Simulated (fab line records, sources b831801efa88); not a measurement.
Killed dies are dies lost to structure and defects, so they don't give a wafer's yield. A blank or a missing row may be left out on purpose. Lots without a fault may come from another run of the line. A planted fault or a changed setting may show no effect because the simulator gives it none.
fab line records | flow sky130
record lots=24 wafers=72 last_day=50
route steps=708 shown SD_N@356 CONTACT@431 METAL3@564 VIA3@576 PASSIVATION@693
lots that met no fault: from a run of the same line without faults
start_h: hours from the record's first day to the start of the lot's first wafer shown | wait_h: hours since the lot's step before | " the same as in the row above | L1.1+2: a row that stands for several wafers | - no value, or no start given | * or withheld: withheld | < > ~ a bound
route shown NAME@n: a module of which the file shows steps, and the number in the route of the first | usual: mean/standard deviation of fault-free wafers | same: alike in all rows | chamber/n: place in a boat | sites: the reading at each site | _std_site: their standard deviation | _edge_site: outer sites' mean less inner sites' | radius_mm: how far each site lies from the wafer's centre | mask NAME#n: copy n | behind: the tool/chamber that last shaped the wafer | hold: why the lot was held/for how many hours/how that ended | device: the transistor (n, p or np) that didn't switch | end of line: the same wafers' tests at the end of the route | a step without rows: its recipe alone | killed: dies lost to structure and defects at the first sort, not the wafer's yield | map: a wafer's dies, x killed, . not, _ none there
set.NAME: the setting as run; set.NAME@STEP: as run at that earlier step | model.NAME: the simulator's own value behind a step, which no gauge read
steps of the route over a sample of lots; a table a step, a row a wafer
services: from which hour (start_h, from the record's first day; less than 0 if before it) a tool's chamber was out of use, for how many hours, and why
## steps
# step SKY_SD_N_RTA_14
# recipe temp_c=1075 time_s=2 idle_temp_c=650 ramp_up_c_per_s=150 ramp_down_c_per_s=90 ambient=N2
# usual lamp_power_pct=15.73/0.057 wafer_temp_C_max=1078.2/1.4
# columns lot.wafer tool chamber start_h wait_h lamp_power_pct wafer_temp_C_max
L074.1 rtp_anneal-01 0 649.78 0.0 15.76 1078.4
L074.3 " 0 " " 15.83 1079.4
L074.5 " 0 " " 15.75 1078.1
L075.1 rtp_anneal-02 0 651.78 0.0 15.70 1077.9
L075.2 " 0 " " 15.71 1077.1
L075.5 " 0 " " 15.74 1076.5
L077.4 rtp_anneal-01 0 669.21 0.0 15.70 1077.5
L077.5 " 0 " " 15.79 1077.2
L077.6 " 0 " " 15.73 1078.6
L076.2 rtp_anneal-02 0 670.14 0.0 15.74 1078.1
L076.4 " 0 " " 15.67 1076.8
L076.6 " 0 " " 15.71 1081.0
L078.2 rtp_anneal-01 0 673.85 0.0 15.68 1080.1
L078.3 " 0 " " 15.71 1077.9
L078.6 " 0 " " 15.74 1079.8
L079.1 rtp_anneal-02 0 685.19 0.0 15.84 1078.2
L079.2 " 0 " " 15.77 1080.5
L079.6 " 0 " " 15.75 1077.8
L080.1 rtp_anneal-01 0 722.08 0.0 15.74 1077.1
L080.5 " 0 " " 15.70 1082.0
L080.6 " 0 " " 15.69 1076.9
L082.4 rtp_anneal-02 0 722.71 0.0 15.70 1079.4
L082.5 " 0 " " 15.78 1078.5
L082.6 " 0 " " 15.83 1077.4
L081.1 rtp_anneal-01 0 723.43 0.0 15.75 1079.0
L081.5 " 0 " " 15.71 1079.0
L081.6 " 0 " " 15.74 1076.8
L083.1 rtp_anneal-02 0 726.13 0.0 15.67 1075.9
L083.2 " 0 " " 15.67 1076.1
L083.3 " 0 " " 15.72 1076.2
L084.3 rtp_anneal-01 0 729.25 0.0 15.74 1078.5
L084.4 " 0 " " 15.75 1078.1
L084.6 " 0 " " 15.68 1079.7
L085.3 rtp_anneal-02 0 733.83 0.0 15.72 1077.9
L085.5 " 0 " " 15.74 1078.5
L085.6 " 0 " " 15.65 1076.9
L086.2 rtp_anneal-01 0 743.39 0.0 15.74 1077.5
L086.5 " 0 " " 15.76 1075.9
L086.6 " 0 " " 15.78 1078.4
L087.2 rtp_anneal-02 0 752.50 0.0 15.79 1076.6
L087.4 " 0 " " 15.75 1078.1
L087.6 " 0 " " 15.71 1078.1
L088.2 rtp_anneal-01 0 759.74 0.0 15.73 1077.5
L088.4 " 0 " " 15.72 1080.7
L088.5 " 0 " " 15.73 1077.4
L089.1 rtp_anneal-02 0 762.51 0.0 15.83 1077.3
L089.3 " 0 " " 15.66 1079.3
L089.5 " 0 " " 15.79 1077.6
L090.2 rtp_anneal-01 0 770.66 0.0 15.80 1080.7
L090.5 " 0 " " 15.68 1080.3
L090.6 " 0 " " 15.70 1078.4
L091.3 rtp_anneal-02 0 776.66 0.0 15.64 1079.7
L091.4 " 0 " " 15.79 1076.7
L091.6 " 0 " " 15.66 1079.8
L092.1 rtp_anneal-01 0 793.33 0.0 15.63 1078.7
L092.2 " 0 " " 15.80 1079.1
L092.4 " 0 " " 15.69 1079.1
L093.2 rtp_anneal-02 0 795.60 0.0 15.69 1078.2
L093.3 " 0 " " 15.74 1077.9
L093.4 " 0 " " 15.80 1077.4
L094.2 rtp_anneal-01 0 798.84 0.0 15.71 1078.8
L094.3 " 0 " " 15.78 1079.7
L094.5 " 0 " " 15.70 1078.4
L095.1 rtp_anneal-02 0 808.73 0.0 15.77 1080.8
L095.2 " 0 " " 15.82 1078.3
L095.6 " 0 " " 15.69 1076.7
L096.2 rtp_anneal-01 0 816.20 0.0 15.74 1077.2
L096.5 " 0 " " 15.69 1076.1
L096.6 " 0 " " 15.87 1078.5
L097.1 rtp_anneal-02 0 822.68 0.0 15.76 1079.9
L097.4 " 0 " " 15.82 1077.6
L097.5 " 0 " " 15.73 1081.7
# step SKY_CONTACT_RS_MEAS_25
# recipe thk_meas_gauge=four-point-probe reads=W_of_CONTACT_CVD_24+TiN_of_CONTACT_SPUTTER_23
# usual CONTACT_W_RS=0.340/0.0041
# columns lot.wafer tool chamber start_h wait_h CONTACT_W_RS[ohm/sq]
L074.1 film_metro-02 - 738.38 0.1 0.342
L074.3 " - " " 0.338
L074.5 " - " " 0.339
L075.1 film_metro-02 - 740.98 0.1 0.340
L075.2 " - " " 0.340
L075.5 " - " " 0.343
L077.4 film_metro-02 - 757.35 0.1 0.338
L077.5 " - " " 0.346
L077.6 " - " " 0.340
L076.2 film_metro-03 - 758.31 0.1 0.347
L076.4 " - " " 0.340
L076.6 " - " " 0.340
L078.2 film_metro-02 - 762.37 0.1 0.335
L078.3 " - " " 0.346
L078.6 " - " " 0.341
L079.1 film_metro-02 - 773.27 0.1 0.349
L079.2 " - " " 0.333
L079.6 " - " " 0.334
L080.1 film_metro-01 - 807.57 0.1 0.338
L080.5 " - " " 0.333
L080.6 " - " " 0.338
L082.4 film_metro-03 - 808.58 0.1 0.343
L082.5 " - " " 0.345
L082.6 " - " " 0.339
L081.1 film_metro-02 - 809.87 0.1 0.342
L081.5 " - " " 0.340
L081.6 " - " " 0.340
L083.1 film_metro-01 - 811.82 0.1 0.344
L083.2 " - " " 0.346
L083.3 " - " " 0.340
L084.3 film_metro-03 - 815.76 0.1 0.344
L084.4 " - " " 0.347
L084.6 " - " " 0.344
L085.3 film_metro-02 - 818.56 0.1 0.337
L085.5 " - " " 0.340
L085.6 " - " " 0.342
L086.2 film_metro-03 - 828.19 0.1 0.335
L086.5 " - " " 0.338
L086.6 " - " " 0.347
L087.2 film_metro-03 - 838.00 0.1 0.338
L087.4 " - " " 0.338
L087.6 " - " " 0.336
L088.2 film_metro-02 - 844.65 0.2 0.339
L088.4 " - " " 0.342
L088.5 " - " " 0.340
L089.1 film_metro-03 - 846.02 0.1 0.332
L089.3 " - " " 0.334
L089.5 " - " " 0.333
L090.2 film_metro-01 - 854.45 0.1 0.336
L090.5 " - " " 0.343
L090.6 " - " " 0.338
L091.3 film_metro-01 - 860.16 0.1 0.342
L091.4 " - " " 0.336
L091.6 " - " " 0.332
L092.1 film_metro-01 - 874.92 0.1 0.332
L092.2 " - " " 0.339
L092.4 " - " " 0.343
L093.2 film_metro-03 - 878.69 0.1 0.343
L093.3 " - " " 0.337
L093.4 " - " " 0.340
L094.2 film_metro-03 - 882.40 0.1 0.333
L094.3 " - " " 0.341
L094.5 " - " " 0.332
L095.1 film_metro-02 - 891.17 0.1 0.341
L095.2 " - " " 0.333
L095.6 " - " " 0.339
L096.2 film_metro-01 - 898.48 0.1 0.340
L096.5 " - " " 0.338
L096.6 " - " " 0.337
L097.1 film_metro-02 - 904.18 0.1 0.335
L097.4 " - " " 0.338
L097.5 " - " " 0.339
# step SKY_METAL3_OVL_MEAS_14
# usual METAL3_OVL=0/5.2
# columns lot.wafer tool chamber start_h wait_h METAL3_OVL[nm]
L074.1 overlay-02 - 901.49 0.1 7
L074.3 " - " " 11
L074.5 " - " " 2
L075.1 overlay-01 - 906.54 0.1 -3
L075.2 " - " " -4
L075.5 " - " " -4
L077.4 overlay-02 - 919.86 0.1 9
L077.5 " - " " 4
L077.6 " - " " 4
L076.2 overlay-01 - 922.39 0.1 -5
L076.4 " - " " -4
L076.6 " - " " -1
L078.2 overlay-02 - 924.80 0.1 8
L078.3 " - " " 0
L078.6 " - " " 3
L079.1 overlay-02 - 936.59 0.1 -1
L079.2 " - " " -7
L079.6 " - " " 1
L080.1 overlay-01 - 965.69 0.1 2
L080.5 " - " " 6
L080.6 " - " " 10
L082.4 overlay-01 - 967.01 0.1 8
L082.5 " - " " 8
L082.6 " - " " 8
L081.1 overlay-01 - 968.49 0.1 -2
L081.5 " - " " 5
L081.6 " - " " -2
L083.1 overlay-02 - 970.96 0.1 -4
L083.2 " - " " -4
L083.3 " - " " -3
L084.3 overlay-02 - 973.76 0.1 -2
L084.4 " - " " -2
L084.6 " - " " -5
L085.3 overlay-01 - 976.31 0.1 4
L085.5 " - " " 6
L085.6 " - " " 1
L086.2 overlay-01 - 986.14 0.1 4
L086.5 " - " " 4
L086.6 " - " " 4
L087.2 overlay-02 - 995.89 0.1 -3
L087.4 " - " " 2
L087.6 " - " " 5
L088.2 overlay-02 - 1001.60 0.1 -2
L088.4 " - " " 0
L088.5 " - " " 1
L089.1 overlay-02 - 1002.59 0.1 -4
L089.3 " - " " -1
L089.5 " - " " -6
L090.2 overlay-01 - 1008.65 0.1 8
L090.5 " - " " 1
L090.6 " - " " -1
L091.3 overlay-02 - 1014.88 0.1 -8
L091.4 " - " " -8
L091.6 " - " " -12
L092.1 overlay-02 - 1026.44 0.1 5
L092.2 " - " " 5
L092.4 " - " " 6
L093.2 overlay-01 - 1030.44 0.1 10
L093.3 " - " " 5
L093.4 " - " " 9
L094.2 overlay-01 - 1034.25 0.1 8
L094.3 " - " " 0
L094.5 " - " " 2
L095.1 overlay-02 - 1042.79 0.1 0
L095.2 " - " " -6
L095.6 " - " " -11
L096.2 overlay-02 - 1047.75 0.1 2
L096.5 " - " " -3
L096.6 " - " " 6
L097.1 overlay-02 - 1052.24 0.1 -1
L097.4 " - " " -5
L097.5 " - " " -1
# step SKY_METAL3_METAL_ETCH_18
# recipe target_depth_a=8450 stop_on=SiO2 over_etch_frac=0.3 time_s=183.1 chemistry=Cl2/BCl3 resist_sidewall_deg=88 pressure_mtorr=10 icp_w=900 bias_w=48.5 Cl2_flow_sccm=60 bcl3_flow_sccm=30
# usual bias_w=48.52/0.14 drypump_motor_current_A=6.0/0.51 oes_product_au=0.864/0.0056 throttle_valve_pct=22.264/0.0091
# columns lot.wafer tool chamber start_h wait_h bias_w drypump_motor_current_A oes_product_au rf_hours_counter_h throttle_valve_pct
L074.1 rie_metal-04 0 901.68 0.0 48.64 5.6 0.855 7 22.269
L074.3 " 1 " " 48.30 5.2 0.863 - 22.263
L074.5 " 1 " " 48.55 5.2 0.858 - 22.271
L075.1 rie_metal-02 1 906.73 0.0 48.60 6.6 0.861 13 22.256
L075.2 " 0 " " 48.53 6.2 0.870 5 22.270
L075.5 " 0 " " 48.45 6.2 0.870 - 22.261
L077.4 rie_metal-01 0 920.08 0.1 48.60 5.5 0.869 - 22.267
L077.5 " 1 " " 48.64 6.4 0.875 - 22.268
L077.6 " 0 " " 48.65 5.5 0.868 - 22.262
L076.2 rie_metal-01 1 922.57 0.0 48.55 6.4 0.866 10 22.264
L076.4 " 1 " " 48.75 6.4 0.872 - 22.263
L076.6 " 0 " " 48.43 5.5 0.869 - 22.247
L078.2 rie_metal-01 0 924.98 0.0 48.50 5.4 0.858 1 22.253
L078.3 " 0 " " 48.70 5.5 0.868 - 22.271
L078.6 " 1 " " 48.29 6.4 0.861 - 22.263
L079.1 rie_metal-04 1 936.77 0.0 48.55 5.2 0.862 3 22.265
L079.2 " 0 " " 48.62 5.6 0.869 8 22.266
L079.6 " 0 " " 48.63 5.6 0.868 - 22.271
L080.1 rie_metal-04 1 965.88 0.0 48.56 5.2 0.862 4 22.276
L080.5 " 1 " " 48.42 5.2 0.862 - 22.271
L080.6 " 0 " " 48.61 5.6 0.866 - 22.261
L082.4 rie_metal-02 0 967.24 0.1 48.26 6.2 0.856 - 22.271
L082.5 " 1 " " 48.53 6.7 0.861 - 22.263
L082.6 " 0 " " 48.45 6.2 0.863 - 22.256
L081.1 rie_metal-01 0 968.68 0.0 48.73 5.5 0.859 2 22.269
L081.5 " 1 " " 48.65 6.4 0.863 - 22.262
L081.6 " 0 " " 48.65 5.5 0.872 - 22.265
L083.1 rie_metal-02 0 971.15 0.0 48.45 6.2 0.877 8 22.261
L083.2 " 1 " " 48.55 6.7 0.870 16 22.251
L083.3 " 0 " " 48.59 6.2 0.855 - 22.273
L084.3 rie_metal-01 0 973.99 0.1 48.71 5.5 0.875 - 22.266
L084.4 " 1 " " 48.52 6.4 0.864 - 22.260
L084.6 " 1 " " 48.76 6.4 0.870 - 22.258
L085.3 rie_metal-02 1 976.54 0.1 48.17 6.7 0.858 - 22.254
L085.5 " 1 " " 48.59 6.6 0.862 - 22.246
L085.6 " 0 " " 48.50 6.2 0.864 - 22.262
L086.2 rie_metal-01 0 986.32 0.0 48.50 5.5 0.860 3 22.259
L086.5 " 0 " " 48.57 5.5 0.862 - 22.266
L086.6 " 1 " " 48.67 6.4 0.868 - 22.267
L087.2 rie_metal-02 1 996.07 0.0 48.37 6.7 0.860 18 22.264
L087.4 " 0 " " 48.41 6.2 0.859 - 22.276
L087.6 " 0 " " 48.46 6.2 0.863 - 22.273
L088.2 rie_metal-02 1 1001.78 0.0 48.71 6.6 0.863 18 22.267
L088.4 " 0 " " 48.63 6.2 0.867 - 22.251
L088.5 " 1 " " 48.52 6.6 0.873 - 22.261
L089.1 rie_metal-01 0 1002.78 0.0 48.72 5.4 0.863 4 22.261
L089.3 " 0 " " 48.62 5.4 0.855 - 22.276
L089.5 " 1 " " 48.39 6.4 0.857 - 22.266
L090.2 rie_metal-02 0 1008.83 0.0 48.55 6.2 0.872 10 22.261
L090.5 " 1 " " 48.55 6.7 0.874 - 22.267
L090.6 " 0 " " 48.40 6.2 0.874 - 22.281
L091.3 rie_metal-01 0 1015.11 0.1 48.33 5.5 0.872 - 22.273
L091.4 " 1 " " 48.61 6.4 0.862 - 22.268
L091.6 " 1 " " 48.72 6.4 0.868 - 22.265
L092.1 rie_metal-04 1 1026.63 0.0 48.78 5.2 0.862 8 22.259
L092.2 " 0 " " 48.46 5.5 0.865 13 22.272
L092.4 " 1 " " 48.78 5.2 0.861 - 22.258
L093.2 rie_metal-01 1 1030.68 0.1 48.40 6.4 0.862 - 22.276
L093.3 " 1 " " 48.56 6.4 0.859 - 22.270
L093.4 " 1 " " 48.32 6.4 0.861 - 22.259
L094.2 rie_metal-01 0 1034.43 0.0 48.41 5.4 0.863 6 22.262
L094.3 " 0 " " 48.62 5.5 0.864 - 22.262
L094.5 " 1 " " 48.54 6.5 0.858 - 22.257
L095.1 rie_metal-02 1 1042.98 0.0 48.52 6.7 0.866 21 22.264
L095.2 " 0 " " 48.46 6.2 0.866 12 22.275
L095.6 " 1 " " 48.80 6.7 0.869 - 22.266
L096.2 rie_metal-01 0 1047.93 0.0 48.45 5.5 0.867 7 22.251
L096.5 " 1 " " 48.66 6.4 0.865 - 22.254
L096.6 " 0 " " 48.46 5.4 0.870 - 22.265
L097.1 rie_metal-01 1 1052.43 0.0 48.17 6.4 0.866 18 22.261
L097.4 " 0 " " 48.53 5.5 0.862 - 22.251
L097.5 " 1 " " 48.25 6.4 0.859 - 22.269
# step SKY_VIA3_BOW_MEAS_03
# recipe mode=bow
# usual VIA3_BOW=78/8.9
# columns lot.wafer tool chamber start_h wait_h VIA3_BOW[um]
L074.1 film_metro-02 - 903.01 0.1 76
L074.3 " - " " 76
L074.5 " - " " 80
L075.1 film_metro-01 - 908.06 0.2 68
L075.2 " - " " 67
L075.5 " - " " 67
L077.4 film_metro-01 - 921.39 0.2 78
L077.5 " - " " 66
L077.6 " - " " 91
L076.2 film_metro-02 - 923.90 0.2 67
L076.4 " - " " 71
L076.6 " - " " 71
L078.2 film_metro-04 - 926.33 0.1 80
L078.3 " - " " 81
L078.6 " - " " 69
L079.1 film_metro-04 - 938.07 0.2 85
L079.2 " - " " 93
L079.6 " - " " 84
L082.4 film_metro-02 - 968.54 0.2 75
L082.5 " - " " 75
L082.6 " - " " 75
L080.1 film_metro-04 - 968.64 0.2 84
L080.5 " - " " 80
L080.6 " - " " 76
L081.1 film_metro-01 - 969.98 0.2 79
L081.5 " - " " 75
L081.6 " - " " 63
L083.1 film_metro-01 - 972.45 0.1 77
L083.2 " - " " 91
L083.3 " - " " 88
L084.3 film_metro-01 - 975.32 0.1 66
L084.4 " - " " 74
L084.6 " - " " 70
L085.3 film_metro-04 - 977.82 0.3 73
L085.5 " - " " 73
L085.6 " - " " 65
L086.2 film_metro-02 - 987.70 0.2 77
L086.5 " - " " 83
L086.6 " - " " 77
L087.2 film_metro-02 - 997.40 0.1 75
L087.4 " - " " 82
L087.6 " - " " 84
L088.2 film_metro-02 - 1003.10 0.2 75
L088.4 " - " " 83
L088.5 " - " " 75
L089.1 film_metro-02 - 1004.12 0.1 69
L089.3 " - " " 67
L089.5 " - " " 71
L090.2 film_metro-02 - 1010.19 0.2 79
L090.5 " - " " 81
L090.6 " - " " 72
L091.3 film_metro-01 - 1016.39 0.2 41
L091.4 " - " " 61
L091.6 " - " " 61
L092.1 film_metro-02 - 1027.96 0.2 79
L092.2 " - " " 67
L092.4 " - " " 91
L093.2 film_metro-02 - 1032.12 0.2 90
L093.3 " - " " 88
L093.4 " - " " 89
L094.2 film_metro-02 - 1035.75 0.3 80
L094.3 " - " " 75
L094.5 " - " " 82
L095.1 film_metro-04 - 1044.28 0.1 89
L095.2 " - " " 90
L095.6 " - " " 78
L096.2 film_metro-02 - 1049.92 0.3 72
L096.5 " - " " 82
L096.6 " - " " 80
L097.1 film_metro-01 - 1054.24 0.1 91
L097.4 " - " " 78
L097.5 " - " " 89
# step SKY_PASSIVATION_STRIP_12
# recipe chemistry=O2/N2 power_w=1400 pressure_mtorr=1500 platen_temp_c=withheld overash_fraction=0.7 o2_flow_sccm=3000 n2_flow_sccm=300
# usual drypump_motor_current_A=5.7/0.52 oes_product_au=0.661/0.0049 strip_time_to_endpoint_s=31.53/0.12
# columns lot.wafer tool chamber start_h wait_h drypump_motor_current_A oes_product_au rf_hours_counter_h strip_time_to_endpoint_s
L074.1 plasma_asher-01 0 1051.67 0.1 5.0 0.658 57 31.65
L074.3 " 0 " " 5.0 0.673 - 31.42
L074.5 " 1 " " 6.4 0.677 - 31.40
L075.1 plasma_asher-04 1 1056.18 0.1 5.4 0.662 95 31.53
L075.2 " 0 " " 5.5 0.656 95 31.55
L075.5 " 1 " " 5.4 0.656 - 31.51
L077.4 plasma_asher-01 0 1068.31 0.1 5.0 0.662 - 31.51
L077.5 " 1 " " 6.4 0.661 - 31.47
L077.6 " 0 " " 5.0 0.658 - 31.52
L076.2 plasma_asher-01 0 1069.47 0.1 5.0 0.668 59 31.57
L076.4 " 1 " " 6.5 0.669 - 31.51
L076.6 " 0 " " 5.0 0.655 - 31.48
L078.2 plasma_asher-01 1 1070.97 0.1 6.5 0.658 59 31.55
L078.3 " 1 " " 6.5 0.659 - 31.46
L078.6 " 0 " " 5.0 0.669 - 31.51
L079.1 plasma_asher-04 1 1082.27 0.1 5.4 0.662 97 31.65
L079.2 " 0 " " 5.5 0.664 97 31.56
L079.6 " 1 " " 5.4 0.665 - 31.60
L082.4 plasma_asher-01 1 1107.31 0.1 6.5 0.663 - 31.42
L082.5 " 0 " " 5.0 0.659 - 31.58
L082.6 " 1 " " 6.5 0.651 - 31.53
L080.1 plasma_asher-01 1 1108.27 0.1 6.4 0.657 62 31.61
L080.5 " 1 " " 6.4 0.666 - 31.59
L080.6 " 0 " " 5.0 0.658 - 31.59
L081.1 plasma_asher-02 0 1109.28 0.1 6.2 0.658 4 31.34
L081.5 " 0 " " 6.2 0.658 - 31.52
L081.6 " 1 " " 6.0 0.669 - 31.51
L083.1 plasma_asher-02 1 1111.58 0.1 6.0 0.652 4 31.48
L083.2 " 0 " " 6.2 0.659 4 31.28
L083.3 " 0 " " 6.2 0.669 - 31.28
L084.3 plasma_asher-04 0 1113.91 0.1 5.5 0.665 - 31.42
L084.4 " 1 " " 5.4 0.665 - 31.40
L084.6 " 0 " " 5.5 0.667 - 31.31
L085.3 plasma_asher-02 0 1116.06 0.1 6.2 0.662 - 31.71
L085.5 " 0 " " 6.2 0.668 - 31.64
L085.6 " 1 " " 6.0 0.659 - 31.68
L086.2 plasma_asher-02 0 1122.27 0.1 6.2 0.657 5 31.44
L086.5 " 0 " " 6.1 0.662 - 31.55
L086.6 " 1 " " 6.0 0.658 - 31.48
L087.2 plasma_asher-01 0 1133.37 0.1 5.0 0.662 65 31.60
L087.4 " 1 " " 6.5 0.658 - 31.67
L087.6 " 0 " " 4.9 0.659 - 31.59
L088.2 plasma_asher-04 0 1136.38 0.1 5.5 0.651 103 31.50
L088.4 " 0 " " 5.5 0.664 - 31.29
L088.5 " 0 " " 5.5 0.659 - 31.28
L089.1 plasma_asher-04 1 1138.27 0.1 5.4 0.660 103 31.62
L089.3 " 0 " " 5.5 0.656 - 31.72
L089.5 " 0 " " 5.5 0.658 - 31.52
L090.2 plasma_asher-04 1 1142.12 0.1 5.4 0.662 104 31.56
L090.5 " 1 " " 5.4 0.653 - 31.57
L090.6 " 0 " " 5.5 0.664 - 31.62
L091.3 plasma_asher-02 0 1145.26 0.1 6.2 0.668 - 31.79
L091.4 " 1 " " 6.0 0.668 - 31.57
L091.6 " 0 " " 6.2 0.654 - 31.60
L092.1 plasma_asher-04 1 1156.17 0.1 5.4 0.659 105 31.53
L092.2 " 0 " " 5.5 0.662 105 31.43
L092.4 " 1 " " 5.4 0.663 - 31.36
L093.2 plasma_asher-04 1 1159.88 0.1 5.4 0.662 105 31.67
L093.3 " 1 " " 5.4 0.657 - 31.45
L093.4 " 0 " " 5.5 0.660 - 31.67
L094.2 plasma_asher-02 1 1161.18 0.1 6.0 0.663 9 31.37
L094.3 " 0 " " 6.2 0.668 - 31.50
L094.5 " 1 " " 6.0 0.652 - 31.50
L095.1 plasma_asher-01 0 1169.38 0.1 5.0 0.655 68 31.57
L095.2 " 1 " " 6.5 0.661 68 31.80
L095.6 " 0 " " 4.9 0.667 - 31.55
L096.2 plasma_asher-01 1 1173.33 0.1 6.5 0.662 69 31.67
L096.5 " 0 " " 5.0 0.661 - 31.52
L096.6 " 1 " " 6.5 0.656 - 31.56
L097.1 plasma_asher-02 1 1178.23 0.1 6.0 0.652 10 31.54
L097.4 " 0 " " 6.2 0.669 - 31.61
L097.5 " 0 " " 6.2 0.660 - 31.43
## services
# columns tool chamber start_h hours kind
plasma_asher-04 - 643.00 0.3 repair
rie_metal-01 - 644.16 2.8 pm
rie_metal-02 1 658.32 4.1 repair
plasma_asher-01 - 760.83 9.1 repair
plasma_asher-01 - 779.11 2.8 pm
rtp_anneal-02 - 802.11 3.5 pm
rie_metal-04 1 824.95 24.5 repair
plasma_asher-01 - 849.71 28.1 pm
rie_metal-04 1 868.52 7.3 repair
plasma_asher-04 - 888.44 2.3 repair
plasma_asher-02 - 923.70 1.6 repair
plasma_asher-02 - 923.72 0.9 repair
plasma_asher-04 - 953.35 3.3 repair
rie_metal-01 - 969.68 0.5 repair
rie_metal-04 - 970.30 2.2 repair
plasma_asher-01 - 990.56 1.6 repair
rie_metal-01 - 1024.27 3.6 repair
rie_metal-01 0 1030.09 1.1 repair
plasma_asher-04 - 1046.80 2.8 pm
plasma_asher-02 - 1055.25 9.0 pm
rie_metal-02 1 1068.25 12.4 repair
plasma_asher-02 - 1080.87 0.6 repair
rie_metal-04 - 1115.16 2.8 pm
plasma_asher-02 - 1153.09 4.0 repair
## key
fault none
